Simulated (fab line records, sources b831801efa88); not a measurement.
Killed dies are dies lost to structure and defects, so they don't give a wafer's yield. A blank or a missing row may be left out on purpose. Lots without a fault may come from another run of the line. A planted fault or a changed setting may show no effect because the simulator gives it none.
Problem report in the 8D (eight disciplines) form, filled by code | flow sky130 | the parts of the form that need people (team, actions taken, sign-off) are left out
Where a reading is given only as a bound, like >300, the bound stands for it, and a mean or a difference that rests on one is marked > or <: the true number lies beyond.

1. THE PROBLEM
METAL2_ALCU_RS at SKY_METAL2_RS_MEAS_05 reads a mean of 8.6105 ohm/sq on 6 wafers of 2 lots; wafers without a fault read 0.1267 ohm/sq with a standard deviation of 0.0014. That is +99 or more standard deviations from the usual mean.
The step: measures by four-point-probe.
First seen on wafer L509.1, day 35 19:44, on film_metro-01. The record holds 33 wafers of 11 lots with a number at this step. Rule for "out", or "out of limits": more than 4 standard deviations from the usual mean. The other wafers with a number count as sound.

2. WHAT IT IS AND WHAT IT IS NOT
question                    | is                           | is not
which readings at this step | METAL2_ALCU_RS               | -
which lots                  | L509, L510                   | L503, L505, L515, L516, L517, L520, L521, L522, L523
which wafers of those lots  | all that have a number       | -
read on which gauges        | film_metro-01, film_metro-02 | film_metro-03
when                        | from day 35 19:44            | up to then (6 sound wafers); but 21 sound wafers of L515, L516, L517, L520, L521, L522, L523 came after

3. SUSPECTS, AND WHAT RULES EACH OUT
Counting: a tool at a process step up to the reading stays a suspect if it ran every lot that is out and no sound lot after the first of them.
- the gauge at SKY_METAL2_RS_MEAS_05: ruled out. The wafers that are out were read on 2 gauges (film_metro-01, film_metro-02).
- pvd_sputter-04 at SKY_METAL2_SPUTTER_01 (material TiN, target thk 20 nm, time 16.7 s): ruled out as a lasting fault. Sound lots L515, L517, L522, L523 ran on it after its first lot that is out, L509 (day 35 19:37).
- pvd_sputter-04 at SKY_METAL2_SPUTTER_02 (material AlCu, target thk 250 nm, time 13.3 s): ruled out as a lasting fault. Sound lots L515, L517, L522, L523 ran on it after its first lot that is out, L509 (day 35 19:39).
Left after counting: nothing in the record.

4. THE CAUSE (what the simulator had put in)
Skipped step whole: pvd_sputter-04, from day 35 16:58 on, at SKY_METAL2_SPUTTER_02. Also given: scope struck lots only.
Counting ruled it out, wrongly: the rule takes a fault to strike every lot that its tool runs from its start on, and this one did not.

5. THE CHAIN OF EFFECTS, in route order
Each row: a reading whose mean over the struck wafers that have a number lies more than 3 standard deviations from the usual. Only readings for which the record gives a usual standard deviation are gone through. hours: the time from each lot's start at the first step in this table that gives one to its start at this step, as a median over the lots. sigmas: the change in usual standard deviations.
hours | step                   | reading              | usual         | on struck wafers | change  | sigmas
0     | SKY_METAL2_RS_MEAS_05  | METAL2_ALCU_RS       | 0.1267 ohm/sq | 8.6105           | +8.4838 | +99 or more
0     | SKY_METAL2_THK_MEAS_06 | METAL2_ALCU_THK      | 254 nm        | <0               | <-254   | <-84
272   | SKY_PAD_OPEN_PROBE_99  | defect_limited_yield | 82.7 %        | 0.0              | -82.7   | -41
272   | SKY_PAD_OPEN_PROBE_99  | killed_at_M0_to_M3   | 42            | 453              | +411    | +60
272   | SKY_PAD_OPEN_PROBE_99  | killed_dies          | 85            | 492              | +407    | +42
272   | SKY_PAD_OPEN_PROBE_99  | killed_on_rim        | 17            | 96               | +79     | +24
272   | SKY_PAD_OPEN_PROBE_99  | sort_bin_5_function  | 10.4 %        | 93.3             | +82.9   | +55
272   | SKY_PAD_OPEN_PROBE_99  | sort_n_pass          | 407           | 0                | -407    | -42
272   | SKY_PAD_OPEN_PROBE_99  | sort_yield_pct       | 82.7 %        | 0.0              | -82.7   | -41
The process steps in it:
- SKY_PAD_OPEN_PROBE_99
Readings that are blank on the struck wafers while sound wafers have them: cathode_dc_power_W at SKY_METAL2_SPUTTER_02; chamber_pressure_pa at SKY_METAL2_SPUTTER_02; throttle_valve_pct at SKY_METAL2_SPUTTER_02.

6. WHAT WOULD HAVE CAUGHT IT SOONER
In this record the first reading out of limits at a measuring or inspecting step was taken at day 35 19:44, 3 hours after the fault began at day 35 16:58.
At SKY_METAL2_SPUTTER_02 the tool's readings are blank on the struck wafers, where sound wafers have them: an empty tool record is the first sign, and it was there at once.
